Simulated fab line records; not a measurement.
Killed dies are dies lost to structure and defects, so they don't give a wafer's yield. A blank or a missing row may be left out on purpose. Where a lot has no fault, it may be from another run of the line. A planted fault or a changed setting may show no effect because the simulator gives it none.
fab line records	flow sky130	part 1 of 2: steps 1 to 44 of 45
[record] lots = 6	wafers = 18	last-day = 50
route steps=708 shown DNWELL@41 PWDE@45 NWELL@56 VT_ADJUST_HVTP@85 PAD_OPEN@708
lots untouched by any fault: they come from a run of this same line in which no faults occurred
start-h: hours from the record's opening day to when the first of the lot's shown wafers began	wait-h: hours since the lot's step before	" identical to the entry in the row above	L1.1+2: a row that stands for several wafers	- no value present, or no start provided	* or withheld: withheld	< > ~ a bound
route shown NAME@n: a module of which the file shows steps, and the number in the route of the first	usual: the fault-free wafers' mean and standard deviation	same: alike in all rows	chamber/n: place in a boat	sites: each site's reading	_std_site: standard deviation of those values	_edge_site: the outer-site mean with the inner-site mean subtracted	radius-mm: how far each site lies from the wafer's centre	mask NAME#n: copy n	behind: the last tool/chamber to shape the wafer	hold: what put the lot on hold/how long, in hours/how the hold closed	device: which transistor (n, p or np) failed to switch	end of line: tests run on the same wafers once the route is complete	step lacking rows: just its recipe	killed: dies that structure and defects cost at the first sort, which is not the same as the wafer's yield	map: shows each die of a wafer: x if killed, . if not, _ if none is there
set.NAME: the setting that was run; set.NAME@STEP: the one run at that earlier step	model.NAME: the simulator's own value behind a step, which no gauge read
lots at selected steps of the route; one table per step, one row per wafer
services: the hour from which a tool's chamber was out of use, counted from the record's first day as start-h (under 0 if before that day), plus the number of hours and why
[[steps]]
[step SKY_DNWELL_DEVELOP_06]
[recipe] wall-angle-deg = 90	developer = TMAH	develop-time-s = 60	dev-temp-c = 23
[step SKY_DNWELL_IMPLANT_07]
[recipe] species = P	energy-kev = withheld	dose-cm2 = withheld	tilt-deg = withheld
[step SKY_DNWELL_STRIP_08]
[recipe] chemistry = O2/N2	power-w = 1400	pressure-mtorr = 1500	platen-temp-c = withheld	o2-flow-sccm = 3000	n2-flow-sccm = 300	overash-fraction = 0.5
[usual] drypump-motor-current-A = 5.8/0.51	oes-product-au = 0.722/0.0043	strip-time-to-endpoint-s = 36.97/0.11
lot.wafer	tool	chamber	start-h	wait-h	drypump-motor-current-A	oes-product-au	rf-hours-counter-h	strip-time-to-endpoint-s
L908.1	plasma-asher-04	1	68.92	0.1	6.1	0.723	38	37.11
L908.2	"	0	"	"	5.8	0.725	38	36.96
L908.3	"	0	"	"	5.8	0.727	-	37.03
L913.2	plasma-asher-04	1	91.08	0.1	6.1	0.721	41	36.88
L913.4	"	1	"	"	6.1	0.716	-	36.81
L913.5	"	0	"	"	5.8	0.718	-	37.11
L916.1	plasma-asher-04	1	108.08	0.1	6.1	0.724	43	36.95
L916.2	"	0	"	"	5.8	0.727	43	36.99
L916.6	"	1	"	"	6.1	0.718	-	36.98
L921.2	plasma-asher-02	0	137.07	0.1	4.9	0.716	44	36.92
L921.5	"	1	"	"	5.5	0.718	-	36.86
L921.6	"	0	"	"	4.9	0.722	-	36.81
L925.2	plasma-asher-02	0	154.82	0.1	4.9	0.728	46	36.94
L925.4	"	1	"	"	5.6	0.725	-	36.85
L925.6	"	1	"	"	5.6	0.724	-	37.02
L927.1	plasma-asher-04	0	164.30	0.1	5.8	0.721	48	37.11
L927.3	"	1	"	"	6.1	0.724	-	37.06
L927.5	"	0	"	"	5.8	0.725	-	37.18
[step SKY_DNWELL_TW_MEAS_09]
[usual] DNWELL_TW = 1119/9.4
lot.wafer	tool	chamber	start-h	wait-h	DNWELL_TW
L908.1	film-metro-03	-	69.02	0.1	1126
L908.2	"	-	"	"	1127
L908.3	"	-	"	"	1124
L913.2	film-metro-03	-	91.19	0.1	1115
L913.4	"	-	"	"	1113
L913.5	"	-	"	"	1119
L916.1	film-metro-01	-	108.18	0.1	1125
L916.2	"	-	"	"	1115
L916.6	"	-	"	"	1119
L921.2	film-metro-03	-	137.18	0.1	1118
L921.5	"	-	"	"	1121
L921.6	"	-	"	"	1119
L925.2	film-metro-04	-	154.93	0.1	1107
L925.4	"	-	"	"	1105
L925.6	"	-	"	"	1108
L927.1	film-metro-03	-	164.40	0.1	1117
L927.3	"	-	"	"	1119
L927.5	"	-	"	"	1122
[step SKY_PWDE_DEHYDRATE_00]
[recipe] temp-c = 200	time-s = 60
[step SKY_PWDE_HMDS_01]
[recipe] prime-time-s = 60	prime-temp-c = 120
[step SKY_PWDE_COAT_02]
[recipe] spin-rpm = 2000	resist-thk-nm = 3022
[step SKY_PWDE_SOFTBAKE_03]
[recipe] temp-c = 110	time-s = withheld
[step SKY_PWDE_EXPOSE_04]
[recipe] mask-id = PWDEM	na = 0.6	source-shape = conventional	sigma-outer = 0.6	polarization = unpolarized	target-cd-nm = 840	dose-mj = 214
[step SKY_PWDE_PEB_05]
[recipe] temp-c = 115	time-s = withheld
[step SKY_PWDE_DEVELOP_06]
[recipe] wall-angle-deg = 90	developer = TMAH	develop-time-s = 60	dev-temp-c = 23
[step SKY_PWDE_OVL_MEAS_07]
[usual] PWDE_OVL = 0.0/1.4
lot.wafer	tool	chamber	start-h	wait-h	PWDE_OVL[nm]
L908.1	overlay-02	-	85.25	-	-0.3
L908.2	"	-	"	"	-1.1
L908.3	"	-	"	"	-1.7
L913.2	overlay-01	-	109.23	-	-0.9
L913.4	"	-	"	"	-1.0
L913.5	"	-	"	"	-1.6
L916.1	overlay-02	-	125.72	-	0.4
L916.2	"	-	"	"	-1.4
L916.6	"	-	"	"	0.3
L921.2	overlay-01	-	156.92	-	1.7
L921.5	"	-	"	"	-0.4
L921.6	"	-	"	"	1.6
L925.2	overlay-01	-	175.50	-	-0.1
L925.4	"	-	"	"	2.8
L925.6	"	-	"	"	2.1
L927.1	overlay-01	-	185.00	-	1.9
L927.3	"	-	"	"	0.1
L927.5	"	-	"	"	-3.1
[step SKY_PWDE_IMPLANT_08]
[recipe] species = B	energy-kev = 150	dose-cm2 = 3.6e+12	tilt-deg = withheld
[usual] beam-energy-keV = 149.99/0.049	dose-ions-cm2 = 3.599e+12/4.6e+09	end-station-pressure-torr = 5.01e-06/2.6e-07
[same] implant-ion-amu = 11
lot.wafer	tool	chamber	start-h	wait-h	beam-energy-keV	dose-ions-cm2	end-station-pressure-torr	model.implant.rp-nm	model.implant.drp-nm
L908.1	implanter-01	0	85.28	0.0	150.04	3.593e+12	5.02e-06	436.1	97.97
L908.2	"	0	"	"	149.97	3.596e+12	4.89e-06	436.1	97.97
L908.3	"	0	"	"	149.97	3.606e+12	5.2e-06	436.1	97.97
L913.2	implanter-04	0	109.28	0.0	150.01	3.602e+12	5.65e-06	432.4	97.97
L913.4	"	0	"	"	149.95	3.602e+12	5.14e-06	432.4	97.97
L913.5	"	0	"	"	149.93	3.611e+12	5.2e-06	432.4	97.97
L916.1	implanter-04	0	125.75	0.0	123.06	3.606e+12	4.53e-06	382.8	90.89
L916.2	"	0	"	"	123.01	3.595e+12	4.66e-06	382.8	90.89
L916.6	"	0	"	"	123.05	3.598e+12	5.38e-06	382.8	90.89
L921.2	implanter-04	0	156.98	0.0	122.97	3.602e+12	4.88e-06	378.2	90.89
L921.5	"	0	"	"	122.93	3.608e+12	5.09e-06	378.2	90.89
L921.6	"	0	"	"	122.94	3.613e+12	5.26e-06	378.2	90.89
L925.2	implanter-01	0	175.56	0.0	150.01	3.599e+12	4.8e-06	435.2	97.97
L925.4	"	0	"	"	149.94	3.604e+12	5.25e-06	435.2	97.97
L925.6	"	0	"	"	149.98	3.599e+12	4.91e-06	435.2	97.97
L927.1	implanter-03	0	185.03	0.0	150.01	3.595e+12	4.63e-06	419.7	97.97
L927.3	"	0	"	"	149.97	3.596e+12	5.21e-06	419.7	97.97
L927.5	"	0	"	"	150.04	3.6e+12	5.14e-06	419.7	97.97
[step SKY_PWDE_STRIP_09]
[recipe] chemistry = O2/N2	power-w = 1400	pressure-mtorr = 1500	platen-temp-c = withheld	o2-flow-sccm = 3000	n2-flow-sccm = 300	overash-fraction = 0.5
[usual] drypump-motor-current-A = 5.9/0.46	oes-product-au = 0.723/0.0046	strip-time-to-endpoint-s = 37.22/0.091
lot.wafer	tool	chamber	start-h	wait-h	drypump-motor-current-A	oes-product-au	rf-hours-counter-h	strip-time-to-endpoint-s
L908.1	plasma-asher-03	0	85.43	0.1	6.1	0.723	28	37.21
L908.2	"	1	"	"	5.1	0.726	28	37.16
L908.3	"	0	"	"	6.1	0.718	-	37.25
L913.2	plasma-asher-04	0	109.41	0.1	5.8	0.721	43	37.30
L913.4	"	0	"	"	5.8	0.723	-	37.18
L913.5	"	1	"	"	6.1	0.725	-	37.13
L916.1	plasma-asher-04	0	125.90	0.1	5.8	0.728	45	37.30
L916.2	"	1	"	"	6.1	0.717	45	37.29
L916.6	"	0	"	"	5.8	0.725	-	37.38
L921.2	plasma-asher-04	1	157.10	0.1	6.1	0.717	48	37.23
L921.5	"	0	"	"	5.8	0.724	-	37.18
L921.6	"	1	"	"	6.1	0.720	-	37.05
L925.2	plasma-asher-03	1	175.68	0.1	5.0	0.724	37	37.34
L925.4	"	1	"	"	5.1	0.721	-	37.36
L925.6	"	0	"	"	6.1	0.736	-	37.30
L927.1	plasma-asher-04	0	185.18	0.1	5.8	0.732	50	37.28
L927.3	"	1	"	"	6.1	0.721	-	37.14
L927.5	"	1	"	"	6.1	0.720	-	37.30
[step SKY_PWDE_TW_MEAS_10]
[usual] PWDE_TW = 374.8/2.8
lot.wafer	tool	chamber	start-h	wait-h	PWDE_TW
L908.1	film-metro-01	-	85.53	0.1	376.7
L908.2	"	-	"	"	378.9
L908.3	"	-	"	"	377.4
L913.2	film-metro-03	-	109.52	0.1	375.0
L913.4	"	-	"	"	375.7
L913.5	"	-	"	"	375.9
L916.1	film-metro-01	-	126.00	0.1	372.9
L916.2	"	-	"	"	373.6
L916.6	"	-	"	"	371.5
L921.2	film-metro-04	-	157.21	0.1	366.8
L921.5	"	-	"	"	368.2
L921.6	"	-	"	"	366.7
L925.2	film-metro-03	-	175.79	0.1	376.7
L925.4	"	-	"	"	376.4
L925.6	"	-	"	"	378.6
L927.1	film-metro-03	-	185.28	0.1	379.1
L927.3	"	-	"	"	377.2
L927.5	"	-	"	"	377.8
[step SKY_NWELL_DEHYDRATE_03]
[recipe] temp-c = 200	time-s = 60
[step SKY_NWELL_HMDS_04]
[recipe] prime-time-s = 60	prime-temp-c = 120
[step SKY_NWELL_COAT_05]
[recipe] spin-rpm = 2000	resist-thk-nm = 3000
[step SKY_NWELL_SOFTBAKE_06]
[recipe] temp-c = 110	time-s = withheld
[step SKY_NWELL_EXPOSE_07]
[recipe] mask-id = NWM	na = 0.6	source-shape = conventional	sigma-outer = 0.6	polarization = unpolarized	target-cd-nm = 840	dose-mj = 255
[step SKY_NWELL_PEB_08]
[recipe] temp-c = 115	time-s = withheld
[step SKY_NWELL_DEVELOP_09]
[recipe] wall-angle-deg = 90	developer = TMAH	develop-time-s = 60	dev-temp-c = 23
[step SKY_NWELL_OVL_MEAS_10]
[usual] NWELL_00_OVL = -0.6/1.5
lot.wafer	tool	chamber	start-h	wait-h	NWELL_00_OVL[nm]
L908.1	overlay-01	-	103.53	-	0.3
L908.2	"	-	"	"	0.4
L908.3	"	-	"	"	-2.2
L913.2	overlay-01	-	127.27	-	-2.7
L913.4	"	-	"	"	-1.9
L913.5	"	-	"	"	-2.8
L916.1	overlay-01	-	145.13	-	-1.5
L916.2	"	-	"	"	-1.5
L916.6	"	-	"	"	-2.7
L921.2	overlay-01	-	176.93	-	-1.0
L921.5	"	-	"	"	-0.8
L921.6	"	-	"	"	-0.9
L925.2	overlay-02	-	196.73	-	0.6
L925.4	"	-	"	"	0.3
L925.6	"	-	"	"	-0.9
L927.1	overlay-01	-	206.92	-	-0.7
L927.3	"	-	"	"	-0.6
L927.5	"	-	"	"	-1.3
[step SKY_NWELL_IMPLANT_11]
[recipe] species = P	energy-kev = 400	dose-cm2 = 1.859e+13	tilt-deg = withheld
[step SKY_NWELL_IMPLANT_12]
[recipe] species = P	energy-kev = 120	dose-cm2 = 1.3e+12	tilt-deg = withheld
[step SKY_NWELL_IMPLANT_13]
[recipe] species = P	energy-kev = 50	dose-cm2 = 7e+11	tilt-deg = withheld
[step SKY_NWELL_STRIP_14]
[recipe] chemistry = O2/N2	power-w = 1400	pressure-mtorr = 1500	platen-temp-c = withheld	o2-flow-sccm = 3000	n2-flow-sccm = 300	overash-fraction = 0.5
[usual] drypump-motor-current-A = 5.7/0.44	oes-product-au = 0.723/0.0043	strip-time-to-endpoint-s = 36.95/0.1
lot.wafer	tool	chamber	start-h	wait-h	drypump-motor-current-A	oes-product-au	rf-hours-counter-h	strip-time-to-endpoint-s
L908.1	plasma-asher-03	0	104.02	0.1	6.1	0.720	30	36.80
L908.2	"	1	"	"	5.1	0.719	30	36.85
L908.3	"	1	"	"	5.1	0.721	-	36.92
L913.2	plasma-asher-04	0	128.20	0.2	5.8	0.725	45	37.13
L913.4	"	0	"	"	5.7	0.721	-	36.93
L913.5	"	1	"	"	6.1	0.728	-	37.05
L916.1	plasma-asher-02	1	145.61	0.1	5.6	0.725	45	37.03
L916.2	"	0	"	"	4.9	0.720	45	37.01
L916.6	"	0	"	"	4.9	0.710	-	36.96
L921.2	plasma-asher-03	1	177.41	0.1	5.1	0.722	37	36.84
L921.5	"	0	"	"	6.1	0.718	-	36.65
L921.6	"	1	"	"	5.1	0.716	-	36.87
L925.2	plasma-asher-04	1	197.21	0.1	6.1	0.711	51	36.98
L925.4	"	0	"	"	5.8	0.726	-	37.08
L925.6	"	0	"	"	5.8	0.721	-	37.00
L927.1	plasma-asher-04	1	207.41	0.1	6.1	0.734	53	37.07
L927.3	"	0	"	"	5.7	0.716	-	37.12
L927.5	"	0	"	"	5.8	0.724	-	37.07
[step SKY_NWELL_TW_MEAS_15]
[usual] NWELL_TW = 1812/15
lot.wafer	tool	chamber	start-h	wait-h	NWELL_TW
L908.1	film-metro-01	-	104.12	0.1	1822
L908.2	"	-	"	"	1826
L908.3	"	-	"	"	1826
L913.2	film-metro-04	-	128.31	0.1	1804
L913.4	"	-	"	"	1794
L913.5	"	-	"	"	1809
L916.1	film-metro-04	-	145.71	0.1	1799
L916.2	"	-	"	"	1800
L916.6	"	-	"	"	1796
L921.2	film-metro-01	-	177.52	0.1	1837
L921.5	"	-	"	"	1843
L921.6	"	-	"	"	1840
L925.2	film-metro-04	-	197.32	0.1	1789
L925.4	"	-	"	"	1783
L925.6	"	-	"	"	1803
L927.1	film-metro-01	-	207.51	0.1	1830
L927.3	"	-	"	"	1818
L927.5	"	-	"	"	1824
[step SKY_NWELL_DEHYDRATE_16]
[recipe] temp-c = 200	time-s = 60
[step SKY_NWELL_HMDS_17]
[recipe] prime-time-s = 60	prime-temp-c = 120
[step SKY_NWELL_COAT_18]
[recipe] spin-rpm = 2000	resist-thk-nm = 3000
[step SKY_NWELL_SOFTBAKE_19]
[recipe] temp-c = 110	time-s = withheld
[step SKY_NWELL_EXPOSE_20]
[recipe] mask-id = NWM_COMPLEMENT	na = 0.6	source-shape = conventional	sigma-outer = 0.6	polarization = unpolarized	target-cd-nm = 840	dose-mj = 260
[step SKY_NWELL_PEB_21]
[recipe] temp-c = 115	time-s = withheld
[step SKY_NWELL_DEVELOP_22]
[recipe] wall-angle-deg = 90	developer = TMAH	develop-time-s = 60	dev-temp-c = 23
[step SKY_NWELL_OVL_MEAS_23]
[usual] NWELL_01_OVL = 1.1/1.3
lot.wafer	tool	chamber	start-h	wait-h	NWELL_01_OVL[nm]
L908.1	overlay-01	-	121.23	-	1.7
L908.2	"	-	"	"	0.9
L908.3	"	-	"	"	1.3
L913.2	overlay-01	-	147.62	-	0.6
L913.4	"	-	"	"	0.5
L913.5	"	-	"	"	2.9
L916.1	overlay-01	-	165.12	-	-1.5
L916.2	"	-	"	"	1.0
L916.6	"	-	"	"	1.6
L921.2	overlay-01	-	197.97	-	1.3
L921.5	"	-	"	"	1.9
L921.6	"	-	"	"	2.5
L925.2	overlay-01	-	218.72	-	0.4
L925.4	"	-	"	"	-0.6
L925.6	"	-	"	"	-0.1
L927.1	overlay-02	-	228.72	-	-0.4
L927.3	"	-	"	"	0.3
L927.5	"	-	"	"	2.1
[step SKY_NWELL_IMPLANT_24]
[recipe] species = B	energy-kev = 140	dose-cm2 = 9.2e+12	tilt-deg = withheld
[step SKY_NWELL_STRIP_25]
[recipe] chemistry = O2/N2	power-w = 1400	pressure-mtorr = 1500	platen-temp-c = withheld	o2-flow-sccm = 3000	n2-flow-sccm = 300	overash-fraction = 0.5
[usual] drypump-motor-current-A = 5.6/0.48	oes-product-au = 0.723/0.0041	strip-time-to-endpoint-s = 36.90/0.12
lot.wafer	tool	chamber	start-h	wait-h	drypump-motor-current-A	oes-product-au	rf-hours-counter-h	strip-time-to-endpoint-s
L908.1	plasma-asher-03	1	121.42	0.1	5.1	0.723	32	37.03
L908.2	"	0	"	"	6.1	0.730	32	37.12
L908.3	"	0	"	"	6.1	0.722	-	37.02
L913.2	plasma-asher-03	0	147.88	0.1	6.1	0.719	34	36.93
L913.4	"	0	"	"	6.1	0.723	-	37.00
L913.5	"	0	"	"	6.1	0.720	-	36.81
L916.1	plasma-asher-02	1	165.30	0.1	5.6	0.719	47	36.98
L916.2	"	0	"	"	4.9	0.714	47	36.98
L916.6	"	1	"	"	5.5	0.723	-	37.01
L921.2	plasma-asher-04	0	198.15	0.1	5.8	0.725	51	36.84
L921.5	"	1	"	"	6.1	0.727	-	36.87
L921.6	"	0	"	"	5.8	0.715	-	36.89
L925.2	plasma-asher-04	0	218.90	0.1	5.8	0.716	53	36.63
L925.4	"	0	"	"	5.8	0.726	-	36.82
L925.6	"	0	"	"	5.8	0.724	-	36.66
L927.1	plasma-asher-02	1	228.90	0.1	5.6	0.722	53	36.97
L927.3	"	1	"	"	5.6	0.726	-	37.00
L927.5	"	1	"	"	5.6	0.722	-	37.09
[step SKY_NWELL_TW_MEAS_26]
[usual] NWELL_2_TW = 498/4.1
lot.wafer	tool	chamber	start-h	wait-h	NWELL_2_TW
L908.1	film-metro-04	-	121.52	0.1	495
L908.2	"	-	"	"	500
L908.3	"	-	"	"	498
L913.2	film-metro-01	-	147.99	0.1	500
L913.4	"	-	"	"	501
L913.5	"	-	"	"	499
L916.1	film-metro-03	-	165.40	0.1	498
L916.2	"	-	"	"	494
L916.6	"	-	"	"	497
L921.2	film-metro-04	-	198.26	0.1	494
L921.5	"	-	"	"	493
L921.6	"	-	"	"	493
L925.2	film-metro-04	-	219.01	0.1	493
L925.4	"	-	"	"	492
L925.6	"	-	"	"	491
L927.1	film-metro-03	-	229.00	0.1	503
L927.3	"	-	"	"	501
L927.5	"	-	"	"	502
[step SKY_NWELL_CLEAN_27]
[recipe] chemistry = SC1/SC2	mix = 1:4:20	temp-c = 70	time-s = 150	dry = n2-spin
[step SKY_NWELL_RTA_28]
[recipe] temp-c = 1050	time-s = 30	idle-temp-c = 650	ramp-up-c-per-s = 150	ramp-down-c-per-s = 90	ambient = N2
[usual] lamp-power-pct = 25.31/0.053	wafer_temp_C_max = 1054.9/1
lot.wafer	tool	chamber	start-h	wait-h	lamp-power-pct	wafer_temp_C_max
L908.1	rtp-anneal-01	0	121.68	0.0	25.29	1054.2
L908.2	"	0	"	"	25.24	1054.5
L908.3	"	0	"	"	25.41	1053.6
L913.2	rtp-anneal-01	0	148.11	0.0	25.21	1056.9
L913.4	"	0	"	"	25.28	1053.5
L913.5	"	0	"	"	25.34	1054.6
L916.1	rtp-anneal-01	0	165.51	0.0	25.31	1053.8
L916.2	"	0	"	"	25.26	1056.1
L916.6	"	0	"	"	25.29	1054.9
L921.2	rtp-anneal-01	0	198.43	0.0	25.31	1054.6
L921.5	"	0	"	"	25.35	1055.2
L921.6	"	0	"	"	25.35	1053.4
L925.2	rtp-anneal-01	0	219.13	0.0	25.39	1053.3
L925.4	"	0	"	"	25.29	1054.4
L925.6	"	0	"	"	25.27	1054.9
L927.1	rtp-anneal-02	0	229.11	0.0	25.37	1055.0
L927.3	"	0	"	"	25.29	1054.3
L927.5	"	0	"	"	25.30	1055.6
[step SKY_NWELL_RS_MEAS_29]
[recipe] thk-meas-gauge = four-point-probe
[usual] NWELL_RS = 632.9/1.7
lot.wafer	tool	chamber	start-h	wait-h	NWELL_RS[ohm/sq]
L908.1	film-metro-01	-	121.78	0.1	632.0
L908.2	"	-	"	"	631.1
L908.3	"	-	"	"	628.7
L913.2	film-metro-03	-	148.21	0.1	633.8
L913.4	"	-	"	"	633.7
L913.5	"	-	"	"	633.1
L916.1	film-metro-04	-	165.61	0.1	635.0
L916.2	"	-	"	"	633.8
L916.6	"	-	"	"	635.9
L921.2	film-metro-04	-	198.53	0.1	632.8
L921.5	"	-	"	"	634.2
L921.6	"	-	"	"	633.6
L925.2	film-metro-01	-	219.23	0.1	630.4
L925.4	"	-	"	"	631.6
L925.6	"	-	"	"	629.8
L927.1	film-metro-03	-	229.21	0.1	631.4
L927.3	"	-	"	"	630.4
L927.5	"	-	"	"	635.0
[step SKY_NWELL_RS_MEAS_31]
[recipe] thk-meas-gauge = four-point-probe
[usual] PWDE_RS = 5278/17
lot.wafer	tool	chamber	start-h	wait-h	hold	PWDE_RS[ohm/sq]
L908.1	film-metro-01	-	122.02	0.1	-	5254
L908.2	"	-	"	"	-	5246
L908.3	"	-	"	"	-	5270
L913.2	film-metro-03	-	148.45	0.1	-	5263
L913.4	"	-	"	"	-	5284
L913.5	"	-	"	"	-	5272
L916.1	film-metro-04	-	165.85	0.1	await-dispo/0.2h/release	5331
L916.2	"	-	"	"	await-dispo/0.2h/release	5319
L916.6	"	-	"	"	await-dispo/0.2h/release	5348
L916.1	film-metro-04	-	166.14	0.3	-	5320
L916.2	"	-	"	"	-	5323
L916.6	"	-	"	"	-	5338
L921.2	film-metro-04	-	198.77	0.1	await-dispo/0.2h/release	5360
L921.5	"	-	"	"	await-dispo/0.2h/release	5360
L921.6	"	-	"	"	await-dispo/0.2h/release	5365
L921.2	film-metro-04	-	199.06	0.3	-	5372
L921.5	"	-	"	"	-	5378
L921.6	"	-	"	"	-	5371
L925.2	film-metro-01	-	219.47	0.1	-	5272
L925.4	"	-	"	"	-	5276
L925.6	"	-	"	"	-	5277
L927.1	film-metro-03	-	229.45	0.1	-	5258
L927.3	"	-	"	"	-	5289
L927.5	"	-	"	"	-	5277
[step SKY_VT_ADJUST_HVTP_DEHYDRATE_00]
[recipe] temp-c = 200	time-s = 60
lot.wafer	tool	chamber	start-h	wait-h	hold
L908.1+2+3	litho-track-04	0	130.78	8.7	-
L913.2+4+5	litho-track-04	0	157.85	9.4	-
L916.1+2+6	litho-track-04	0	175.73	9.6	-
L921.2+5+6	litho-track-01	0	209.02	9.9	await-dispo/2.0h/release
L925.2+4+6	litho-track-02	0	229.40	9.9	-
L927.1+3+5	litho-track-02	0	241.17	11.7	-
[[key]]
[first-sign] step = SKY_PWDE_IMPLANT_08	reading = beam-energy-keV	direction = down	sigmas = 99+	usual = *	struck = *
[effect] step = SKY_PWDE_TW_MEAS_10	reading = PWDE_TW	direction = down	sigmas = 1.7	usual = 374.8	struck = 370.0
[effect] step = SKY_NWELL_RS_MEAS_31	reading = PWDE_RS	direction = up	sigmas = 4.1	usual = 5278	struck = 5347
[model-effect] step = SKY_PWDE_IMPLANT_08	value = implant.rp-nm	without = 444.9	struck = 380.5
[model-effect] step = SKY_PAD_OPEN_PROBE_99	value = etest.res_p_drift_20v.line-ohm-um	without = 1.119e+04	struck = 2.08e+04
met-at SKY_PWDE_IMPLANT_08
struck-wafers L916.1,L916.2,L916.6,L921.2,L921.5,L921.6
tester-left-out L916,L921
onset-between 109.28 125.75
[fault] kind = process-parameter-drift	tool = implanter-04	chamber = -	onset-h = 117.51	steps = SKY_PWDE_IMPLANT_08	channel = energy-kev	offset = *	shape = step	end-h = 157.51	acts-in = *	stated = *
// tester-left-out: of these lots the tester's yield and bins aren't shown, on N5 and GAA mostly nor the transistor test; their killed dies are dies lost to structure and defects alone, not to doping, threshold or leakage, so they don't give the yield
